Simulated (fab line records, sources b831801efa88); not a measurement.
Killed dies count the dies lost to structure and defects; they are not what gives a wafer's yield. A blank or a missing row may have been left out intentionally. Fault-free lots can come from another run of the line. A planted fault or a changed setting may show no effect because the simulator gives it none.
fab line records ; flow sky130
record: lots: 6; wafers: 18; lastDay: 50
route steps=708 shown LDD_HVN@274 LDD_HVP@278 PAD_OPEN@708
lots that met no fault: from a run of the same line without faults
startH: hours from the record's first day to the start of the lot's first wafer shown ; waitH: hours from the lot's prior step to this one ; " unchanged from the row above ; L1.1+2: a single row standing in for several wafers ; - value missing, or start not given ; * or withheld: withheld ; < > ~ a bound
route shown NAME@n: NAME is a module with steps in the file, n the number in the route of the first one ; usual: the fault-free wafers' mean and standard deviation ; same: alike in all rows ; chamber/n: place in a boat ; sites: each site's reading ; _std_site: the values' standard deviation ; _edge_site: inner sites' mean taken away from outer sites' mean ; radiusMm: how far each site lies from the wafer's centre ; mask NAME#n: copy n ; behind: the most recent tool/chamber to have shaped the wafer ; hold: what put the lot on hold/how long, in hours/how the hold closed ; device: the transistor (n, p or np) that didn't switch ; end of line: the tests these same wafers got at the end of their route ; where a step has no rows: the recipe by itself ; killed: dies that structure and defects cost at the first sort, which is not the same as the wafer's yield ; map: the dies of a wafer, with x for killed, . for not killed, _ for no die there
set.NAME: the setting as run; set.NAME@STEP: as run at that earlier step ; model.NAME: the simulator's own value behind a step, which no gauge read
a table for each step, a row for each wafer; lots at some steps of the route
services: a tool's chamber out of use, with start hour (startH, from the record's first day; less than 0 if before it), hours out, and reason
== steps ==
step: SKY_LDD_HVN_OVL_MEAS_07
usual: LDD_HVN_OVL: 0.8/1.6
lot.wafer;tool;chamber;startH;waitH;LDD_HVN_OVL[nm]
L979.1;overlay-02;-;470.50;0.1;3.2
L979.2;overlay-02;-;470.50;0.1;1.4
L979.5;overlay-02;-;470.50;0.1;2.6
L988.1;overlay-02;-;564.59;0.1;1.3
L988.3;overlay-02;-;564.59;0.1;-0.4
L988.6;overlay-02;-;564.59;0.1;-1.1
L989.1;overlay-01;-;570.84;0.1;-1.5
L989.2;overlay-01;-;570.84;0.1;-1.4
L989.3;overlay-01;-;570.84;0.1;2.2
L992.4;overlay-01;-;596.71;0.1;0.4
L992.5;overlay-01;-;596.71;0.1;0.9
L992.6;overlay-01;-;596.71;0.1;1.9
L997.2;overlay-02;-;627.24;0.1;-0.2
L997.3;overlay-02;-;627.24;0.1;-2.8
L997.6;overlay-02;-;627.24;0.1;-0.8
L101.1;overlay-01;-;667.70;0.1;0.4
L101.2;overlay-01;-;667.70;0.1;0.0
L101.3;overlay-01;-;667.70;0.1;0.6
step: SKY_LDD_HVN_IMPLANT_08
recipe: species: P; energyKev: 60; doseCm2: 3e+13; tiltDeg: 40
step: SKY_LDD_HVN_STRIP_09
recipe: chemistry: O2/N2; powerW: 1400; pressureMtorr: 1500; platenTempC: withheld; o2FlowSccm: 3000; n2FlowSccm: 300; overashFraction: 0.5
usual: drypumpMotorCurrentA: 5.5/0.45; oesProductAu: 0.409/0.0046; stripTimeToEndpointS: 4.141/0.015
same: overashFraction: 0.5
lot.wafer;tool;chamber;startH;waitH;drypumpMotorCurrentA;oesProductAu;rfHoursCounterH;stripTimeToEndpointS
L979.1;plasmaAsher-04;0;470.68;0.1;5.3;0.417;4;4.159
L979.2;plasmaAsher-04;1;470.68;0.1;5.6;0.408;4;4.131
L979.5;plasmaAsher-04;0;470.68;0.1;5.3;0.408;-;4.119
L988.1;plasmaAsher-03;0;564.77;0.1;4.8;0.417;88;4.111
L988.3;plasmaAsher-03;1;564.77;0.1;5.5;0.407;-;4.097
L988.6;plasmaAsher-03;1;564.77;0.1;5.5;0.410;-;4.113
L989.1;plasmaAsher-02;0;571.02;0.1;6.0;0.412;80;4.138
L989.2;plasmaAsher-02;1;571.02;0.1;6.1;0.406;80;4.143
L989.3;plasmaAsher-02;0;571.02;0.1;6.0;0.411;-;4.150
L992.4;plasmaAsher-04;0;596.91;0.1;5.3;0.404;-;4.143
L992.5;plasmaAsher-04;0;596.91;0.1;5.3;0.408;-;4.125
L992.6;plasmaAsher-04;1;596.91;0.1;5.6;0.405;-;4.141
L997.2;plasmaAsher-03;1;627.42;0.1;5.5;0.410;94;4.130
L997.3;plasmaAsher-03;0;627.42;0.1;4.8;0.412;-;4.113
L997.6;plasmaAsher-03;0;627.42;0.1;4.8;0.413;-;4.127
L101.1;plasmaAsher-04;0;667.88;0.1;5.3;0.413;24;4.140
L101.2;plasmaAsher-04;1;667.88;0.1;5.6;0.404;24;4.165
L101.3;plasmaAsher-04;0;667.88;0.1;5.3;0.402;-;4.164
step: SKY_LDD_HVN_TW_MEAS_10
usual: LDD_HVN_TW: 1437/19
lot.wafer;tool;chamber;startH;waitH;LDD_HVN_TW
L979.1;filmMetro-02;-;470.78;0.1;1415
L979.2;filmMetro-02;-;470.78;0.1;1408
L979.5;filmMetro-02;-;470.78;0.1;1409
L988.1;filmMetro-04;-;564.87;0.1;1439
L988.3;filmMetro-04;-;564.87;0.1;1455
L988.6;filmMetro-04;-;564.87;0.1;1446
L989.1;filmMetro-02;-;571.12;0.1;1405
L989.2;filmMetro-02;-;571.12;0.1;1409
L989.3;filmMetro-02;-;571.12;0.1;1408
L992.4;filmMetro-04;-;597.00;0.1;1457
L992.5;filmMetro-04;-;597.00;0.1;1460
L992.6;filmMetro-04;-;597.00;0.1;1456
L997.2;filmMetro-03;-;627.53;0.1;1438
L997.3;filmMetro-03;-;627.53;0.1;1433
L997.6;filmMetro-03;-;627.53;0.1;1443
L101.1;filmMetro-03;-;667.98;0.1;1451
L101.2;filmMetro-03;-;667.98;0.1;1447
L101.3;filmMetro-03;-;667.98;0.1;1445
step: SKY_LDD_HVP_DEHYDRATE_00
recipe: tempC: 200; timeS: 60
step: SKY_LDD_HVP_HMDS_01
recipe: primeTimeS: 60; primeTempC: 120
step: SKY_LDD_HVP_COAT_02
recipe: resist: NOVOLAK; spinRpm: 3000; resistThkNm: 300
step: SKY_LDD_HVP_SOFTBAKE_03
recipe: tempC: 90; timeS: 60; resist: NOVOLAK
step: SKY_LDD_HVP_EXPOSE_04
recipe: maskId: HVPTM; na: 0.6; sourceShape: conventional; sigmaOuter: 0.6; polarization: unpolarized; targetCdNm: 700; doseMj: 86
step: SKY_LDD_HVP_PEB_05
recipe: tempC: withheld; timeS: *; resist: NOVOLAK
step: SKY_LDD_HVP_DEVELOP_06
recipe: resist: NOVOLAK; developer: TMAH; developTimeS: 60; devTempC: 23
step: SKY_LDD_HVP_OVL_MEAS_07
usual: LDD_HVP_OVL: -0.1/1.5
lot.wafer;tool;chamber;startH;waitH;LDD_HVP_OVL[nm]
L979.1;overlay-01;-;500.41;0.1;0.9
L979.2;overlay-01;-;500.41;0.1;-0.4
L979.5;overlay-01;-;500.41;0.1;0.5
L988.1;overlay-01;-;593.55;0.1;-0.9
L988.3;overlay-01;-;593.55;0.1;-0.9
L988.6;overlay-01;-;593.55;0.1;0.1
L989.1;overlay-02;-;600.11;0.1;0.6
L989.2;overlay-02;-;600.11;0.1;-0.4
L989.3;overlay-02;-;600.11;0.1;0.7
L992.4;overlay-02;-;626.47;0.1;-0.7
L992.5;overlay-02;-;626.47;0.1;0.0
L992.6;overlay-02;-;626.47;0.1;-0.3
L997.2;overlay-02;-;654.79;0.1;-1.5
L997.3;overlay-02;-;654.79;0.1;-2.6
L997.6;overlay-02;-;654.79;0.1;-2.3
L101.1;overlay-02;-;695.54;0.1;-1.4
L101.2;overlay-02;-;695.54;0.1;-2.6
L101.3;overlay-02;-;695.54;0.1;0.8
step: SKY_LDD_HVP_IMPLANT_08
recipe: species: B; energyKev: 20; doseCm2: 1.7e+13; tiltDeg: 17.9
usual: doseIonsCm2: 1.6995e+13/1.7e+10; faradayCurrentUA: 96.2/2.2
lot.wafer;tool;chamber;startH;waitH;doseIonsCm2;faradayCurrentUA
L979.1;implanter-03;0;500.44;0.0;1.7006e+13;95.7
L979.2;implanter-03;0;500.44;0.0;1.7014e+13;98.4
L979.5;implanter-03;0;500.44;0.0;1.7009e+13;94.5
L988.1;implanter-02;0;593.58;0.0;1.1395e+13;64.7
L988.3;implanter-02;0;593.58;0.0;1.14e+13;63.6
L988.6;implanter-02;0;593.58;0.0;1.1381e+13;66.0
L989.1;implanter-02;0;600.14;0.0;1.1402e+13;63.6
L989.2;implanter-02;0;600.14;0.0;1.1396e+13;63.2
L989.3;implanter-02;0;600.14;0.0;1.1387e+13;65.2
L992.4;implanter-03;0;626.57;0.1;1.6973e+13;96.9
L992.5;implanter-03;0;626.57;0.1;1.699e+13;96.4
L992.6;implanter-03;0;626.57;0.1;1.6976e+13;95.3
L997.2;implanter-04;0;654.85;0.0;1.6987e+13;96.7
L997.3;implanter-04;0;654.85;0.0;1.6972e+13;95.4
L997.6;implanter-04;0;654.85;0.0;1.6988e+13;94.3
L101.1;implanter-02;0;695.57;0.0;1.7005e+13;92.1
L101.2;implanter-02;0;695.57;0.0;1.6977e+13;97.2
L101.3;implanter-02;0;695.57;0.0;1.6955e+13;100.5
step: SKY_LDD_HVP_STRIP_09
recipe: chemistry: O2/N2; powerW: 1400; pressureMtorr: 1500; platenTempC: withheld; o2FlowSccm: 3000; n2FlowSccm: 300; overashFraction: 0.5
usual: drypumpMotorCurrentA: 5.6/0.4; oesProductAu: 0.408/0.0047; stripTimeToEndpointS: 4.136/0.013
same: overashFraction: 0.5
lot.wafer;tool;chamber;startH;waitH;drypumpMotorCurrentA;oesProductAu;rfHoursCounterH;stripTimeToEndpointS
L979.1;plasmaAsher-01;0;500.59;0.1;5.5;0.414;34;4.147
L979.2;plasmaAsher-01;1;500.59;0.1;5.2;0.404;34;4.138
L979.5;plasmaAsher-01;1;500.59;0.1;5.2;0.411;-;4.138
L988.1;plasmaAsher-02;1;593.73;0.1;6.2;0.410;82;4.129
L988.3;plasmaAsher-02;1;593.73;0.1;6.1;0.407;-;4.154
L988.6;plasmaAsher-02;0;593.73;0.1;6.0;0.407;-;4.131
L989.1;plasmaAsher-01;1;600.29;0.1;5.2;0.409;43;4.109
L989.2;plasmaAsher-01;0;600.29;0.1;5.5;0.408;43;4.136
L989.3;plasmaAsher-01;1;600.29;0.1;5.2;0.407;-;4.116
L992.4;plasmaAsher-01;1;626.67;0.1;5.2;0.405;-;4.136
L992.5;plasmaAsher-01;0;626.67;0.1;5.5;0.400;-;4.129
L992.6;plasmaAsher-01;1;626.67;0.1;5.2;0.409;-;4.135
L997.2;plasmaAsher-01;0;654.97;0.1;5.5;0.403;48;4.138
L997.3;plasmaAsher-01;0;654.97;0.1;5.5;0.413;-;4.145
L997.6;plasmaAsher-01;0;654.97;0.1;5.5;0.411;-;4.144
L101.1;plasmaAsher-02;1;695.72;0.1;6.1;0.410;91;4.137
L101.2;plasmaAsher-02;0;695.72;0.1;6.0;0.410;91;4.128
L101.3;plasmaAsher-02;1;695.72;0.1;6.1;0.412;-;4.134
step: SKY_LDD_HVP_TW_MEAS_10
usual: LDD_HVP_TW: 458.6/2.4
lot.wafer;tool;chamber;startH;waitH;hold;LDD_HVP_TW
L979.1;filmMetro-04;-;500.69;0.1;-;459.2
L979.2;filmMetro-04;-;500.69;0.1;-;457.8
L979.5;filmMetro-04;-;500.69;0.1;-;458.8
L988.1;filmMetro-03;-;593.83;0.1;awaitDispo/0.2h/release;408.4
L988.3;filmMetro-03;-;593.83;0.1;awaitDispo/0.2h/release;404.3
L988.6;filmMetro-03;-;593.83;0.1;awaitDispo/0.2h/release;404.4
L988.1;filmMetro-03;-;594.06;0.2;-;406.0
L988.3;filmMetro-03;-;594.06;0.2;-;405.5
L988.6;filmMetro-03;-;594.06;0.2;-;405.5
L989.1;filmMetro-01;-;600.39;0.1;awaitDispo/0.2h/release;406.2
L989.2;filmMetro-01;-;600.39;0.1;awaitDispo/0.2h/release;406.2
L989.3;filmMetro-01;-;600.39;0.1;awaitDispo/0.2h/release;407.6
L989.1;filmMetro-01;-;600.62;0.2;-;406.4
L989.2;filmMetro-01;-;600.62;0.2;-;406.3
L989.3;filmMetro-01;-;600.62;0.2;-;408.4
L992.4;filmMetro-01;-;626.77;0.1;-;455.8
L992.5;filmMetro-01;-;626.77;0.1;-;455.8
L992.6;filmMetro-01;-;626.77;0.1;-;455.8
L997.2;filmMetro-04;-;655.08;0.1;-;459.6
L997.3;filmMetro-04;-;655.08;0.1;-;460.9
L997.6;filmMetro-04;-;655.08;0.1;-;460.3
L101.1;filmMetro-01;-;695.82;0.1;-;461.2
L101.2;filmMetro-01;-;695.82;0.1;-;461.0
L101.3;filmMetro-01;-;695.82;0.1;-;461.5
step: SKY_PAD_OPEN_PROBE_99
usual: killed_at_M0_to_M3: 44/7.5; killed_at_M4_up: 3.3/1.8; killedAtContacts: 25/5.9; killedAtFrontEnd: 16/4.7; killedAtOther: 0.3/0.52; killedDies: 89/9.9; killedOpen: 49/7.8; killedShort: 40/5.8
same: grossDies: 492; killedAtBackSide: 0
lot.wafer;tool;chamber;startH;waitH;killed_at_M0_to_M3;killed_at_M4_up;killedAtContacts;killedAtFrontEnd;killedAtOther;killedDies;killedOpen;killedShort;model.etest.tip_p_5v.rsOhmSq;model.etest.pfetG5v0d10v5.rOnOhmUm;model.etest.tip_p_5v.rsOhmSqRange;model.etest.pfetG5v0d10v5.driveUaUm;model.etest.pfetG5v0d10v5.offLog10AUm;model.etest.pfetG5v0d10v5.vtSatV
L979.1;prober-02;-;1077.51;0.1;57;3;22;25;1;108;63;44;2844;4848;73.37;334.7;-12.46;-0.6252
L979.2;prober-02;-;1077.56;0.1;56;4;19;16;0;95;40;55;2858;4784;102.8;341.1;-12.24;-0.5958
L979.5;prober-02;-;1077.71;0.2;42;3;33;15;0;93;52;41;2854;4838;49.09;338.9;-12.45;-0.6196
L988.1;prober-02;-;1141.81;0.1;30;3;16;17;0;66;37;29;3876;4959;153.6;325.8;-13.16;-0.6922
L988.3;prober-02;-;1141.91;0.2;45;8;22;12;0;87;51;36;3882;4912;212.4;326.6;-13.15;-0.6815
L988.6;prober-02;-;1142.06;0.2;44;6;14;17;1;82;48;34;3909;4948;158;329.5;-13.3;-0.6995
L989.1;prober-02;-;1155.66;0.1;41;4;23;16;0;84;41;43;3826;4867;87.01;330.9;-12.93;-0.6724
L989.2;prober-02;-;1155.71;0.1;46;7;23;17;0;93;51;42;3814;4892;177.2;334.2;-12.79;-0.6396
L989.3;prober-02;-;1155.76;0.2;38;3;29;30;1;101;61;39;3789;4863;140.6;335.8;-12.78;-0.6409
L992.4;prober-01;-;1162.94;0.2;41;7;33;12;0;93;50;43;2840;4619;108.9;351.1;-12.29;-0.6197
L992.5;prober-01;-;1162.99;0.2;50;3;29;15;0;97;57;40;2843;4732;39.51;346.2;-12.76;-0.6555
L992.6;prober-01;-;1163.04;0.2;27;7;28;19;0;81;38;43;2859;4718;104.3;343.3;-12.71;-0.6451
L997.2;prober-02;-;1181.49;0.1;45;6;25;11;0;87;52;35;2872;4809;78.49;335;-12.8;-0.6654
L997.3;prober-02;-;1181.54;0.2;56;3;17;15;1;92;49;43;2879;4783;104.3;339.1;-12.7;-0.6466
L997.6;prober-02;-;1181.69;0.2;42;1;22;13;0;78;23;55;2868;4854;48.76;335;-12.79;-0.664
L101.1;prober-01;-;1203.97;0.1;49;2;29;20;0;100;65;35;2839;4839;64.48;336.6;-12.67;-0.646
L101.2;prober-01;-;1204.02;0.1;52;2;24;21;3;102;63;38;2846;4774;65.49;340.5;-12.96;-0.6657
L101.3;prober-01;-;1204.07;0.2;44;7;30;11;0;92;61;31;2832;4817;79.99;337.6;-12.84;-0.6615
killed by level:class
L979.1 VIA1:geometricParticle:open=12 VIA2:geometricParticle:open=11 FIELD_ISO:geometricParticle:short=10 VIA3:geometricParticle:open=10 CONTACT:geometricParticle:open=7 FIELD_ISO:geometricParticle:open=6 LI_CONTACT:geometricParticle:open=6 LI_CONTACT:geometricParticle:short=5
L979.2 METAL1:geometricParticle:short=13 VIA1:geometricParticle:open=9 VIA1:geometricParticle:short=7 VIA3:geometricParticle:open=6 LI_CONTACT:geometricParticle:open=6 CONTACT:geometricParticle:short=6 METAL2:geometricParticle:short=6 CONTACT:geometricParticle:open=5
L979.5 LI_CONTACT:geometricParticle:open=10 VIA1:geometricParticle:open=8 METAL2:geometricParticle:short=8 VIA2:geometricParticle:open=7 LOCAL_INTERCONNECT:geometricParticle:short=7 CONTACT:geometricParticle:open=7 SPACER:geometricParticle:open=5 CONTACT:geometricParticle:short=5
L988.1 FIELD_ISO:geometricParticle:open=7 VIA2:geometricParticle:open=7 LI_CONTACT:geometricParticle:open=6 VIA3:geometricParticle:open=5 FIELD_ISO:geometricParticle:short=4 METAL2:geometricParticle:short=4 CONTACT:geometricParticle:open=4 VIA1:geometricParticle:open=4
L988.3 VIA3:geometricParticle:open=9 METAL2:geometricParticle:short=8 VIA1:geometricParticle:open=7 LI_CONTACT:geometricParticle:open=6 CONTACT:geometricParticle:open=6 METAL4:geometricParticle:short=5 POLY_GATE:geometricParticle:open=5 VIA2:geometricParticle:open=5
L988.6 VIA1:geometricParticle:open=11 VIA3:geometricParticle:open=7 METAL4:geometricParticle:short=6 CONTACT:geometricParticle:open=6 METAL2:geometricParticle:short=6 POLY_GATE:geometricParticle:open=5 POLY_GATE:geometricParticle:short=5 LI_CONTACT:geometricParticle:open=5
L989.1 VIA3:geometricParticle:open=9 CONTACT:geometricParticle:open=7 FIELD_ISO:geometricParticle:short=6 CONTACT:geometricParticle:short=6 VIA2:geometricParticle:short=6 VIA1:geometricParticle:open=5 VIA1:geometricParticle:short=5 VIA2:geometricParticle:open=5
L989.2 LI_CONTACT:geometricParticle:open=14 VIA3:geometricParticle:open=8 METAL2:geometricParticle:short=7 FIELD_ISO:geometricParticle:open=6 METAL1:geometricParticle:short=6 METAL4:geometricParticle:short=5 CONTACT:geometricParticle:short=4 METAL1:geometricParticle:open=4
L989.3 VIA1:geometricParticle:open=12 CONTACT:geometricParticle:open=11 POLY_GATE:geometricParticle:open=9 FIELD_ISO:geometricParticle:open=8 LI_CONTACT:geometricParticle:open=6 VIA2:geometricParticle:open=6 FIELD_ISO:geometricParticle:short=5 CONTACT:geometricParticle:short=5
L992.4 CONTACT:geometricParticle:open=15 VIA1:geometricParticle:open=14 VIA2:geometricParticle:short=7 LOCAL_INTERCONNECT:geometricParticle:short=6 CONTACT:geometricParticle:short=5 METAL1:geometricParticle:short=5 VIA4:geometricParticle:open=4 FIELD_ISO:geometricParticle:short=3
L992.5 VIA1:geometricParticle:open=13 VIA3:geometricParticle:open=10 VIA1:geometricParticle:short=9 LI_CONTACT:geometricParticle:open=7 CONTACT:geometricParticle:short=7 CONTACT:geometricParticle:open=7 VIA2:geometricParticle:open=7 FIELD_ISO:geometricParticle:open=5
L992.6 LOCAL_INTERCONNECT:geometricParticle:short=7 CONTACT:geometricParticle:open=7 VIA1:geometricParticle:open=7 METAL4:geometricParticle:short=7 LI_CONTACT:geometricParticle:open=6 LI_CONTACT:geometricParticle:short=5 VIA1:geometricParticle:short=5 FIELD_ISO:geometricParticle:open=4
L997.2 VIA1:geometricParticle:open=14 CONTACT:geometricParticle:open=10 VIA2:geometricParticle:open=7 METAL2:geometricParticle:short=6 VIA3:geometricParticle:open=6 CONTACT:geometricParticle:short=5 LI_CONTACT:geometricParticle:open=5 VIA1:geometricParticle:short=4
L997.3 VIA1:geometricParticle:open=16 METAL1:geometricParticle:short=7 FIELD_ISO:geometricParticle:open=6 VIA2:geometricParticle:open=6 VIA1:geometricParticle:short=5 LOCAL_INTERCONNECT:geometricParticle:short=5 METAL2:geometricParticle:short=5 FIELD_ISO:geometricParticle:short=4
L997.6 VIA1:geometricParticle:short=9 CONTACT:geometricParticle:short=8 METAL1:geometricParticle:short=8 CONTACT:geometricParticle:open=6 LOCAL_INTERCONNECT:geometricParticle:short=5 METAL2:geometricParticle:short=5 VIA2:geometricParticle:short=5 FIELD_ISO:geometricParticle:open=4
L101.1 CONTACT:geometricParticle:open=12 VIA1:geometricParticle:open=11 VIA2:geometricParticle:open=10 VIA3:geometricParticle:open=8 LI_CONTACT:geometricParticle:open=7 FIELD_ISO:geometricParticle:short=5 FIELD_ISO:geometricParticle:open=5 CONTACT:geometricParticle:short=5
L101.2 VIA1:geometricParticle:open=14 LI_CONTACT:geometricParticle:open=12 VIA2:geometricParticle:open=12 VIA1:geometricParticle:short=8 FIELD_ISO:geometricParticle:open=7 VIA3:geometricParticle:open=7 FIELD_ISO:geometricParticle:short=6 POLY_GATE:geometricParticle:open=4
L101.3 CONTACT:geometricParticle:open=13 VIA2:geometricParticle:open=10 LI_CONTACT:geometricParticle:open=9 VIA1:geometricParticle:open=9 VIA3:geometricParticle:open=9 FIELD_ISO:geometricParticle:open=4 LOCAL_INTERCONNECT:geometricParticle:short=4 METAL1:geometricParticle:short=4
== services ==
tool;chamber;startH;hours;kind
implanter-02;-;449.09;4.7;pm
implanter-04;-;450.63;1.0;repair
plasmaAsher-03;-;463.72;1.2;repair
implanter-04;-;495.42;5.6;repair
plasmaAsher-01;-;535.73;6.1;repair
plasmaAsher-01;-;559.72;3.9;repair
plasmaAsher-02;-;582.04;4.4;repair
implanter-04;-;591.74;7.8;pm
implanter-04;-;624.28;4.2;pm
implanter-04;-;646.66;6.2;pm
plasmaAsher-02;-;680.40;2.8;pm
implanter-03;-;691.05;3.7;pm
== key ==
firstSign: step: SKY_LDD_HVP_IMPLANT_08; reading: doseIonsCm2; direction: down; sigmas: 99+; usual: *; struck: *
effect: step: SKY_LDD_HVP_IMPLANT_08; reading: faradayCurrentUA; direction: down; sigmas: 15; usual: 96.2; struck: 64.4
effect: step: SKY_LDD_HVP_TW_MEAS_10; reading: visit; direction: added
effect: step: SKY_LDD_HVP_TW_MEAS_10; reading: LDD_HVP_TW; direction: down; sigmas: 22; usual: 458.6; struck: 406.2
modelEffect: step: SKY_PAD_OPEN_PROBE_99; value: etest.tip_p_5v.rsOhmSq; without: 2863; struck: 3849
metAt SKY_LDD_HVP_IMPLANT_08
struckWafers L988.1,L988.3,L988.6,L989.1,L989.2,L989.3
testerLeftOut L988,L989
fault: kind: processParameterDrift; tool: implanter-02; chamber: -; onsetH: 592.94; steps: SKY_LDD_HVP_IMPLANT_08; channel: doseCm2; offset: *; shape: step; endH: 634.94; actsIn: *; stated: *
testerLeftOut: of these lots the tester's yield and bins aren't shown, on N5 and GAA mostly nor the transistor test; their killed dies are dies lost to structure and defects alone, not to doping, threshold or leakage, so they don't give the yield
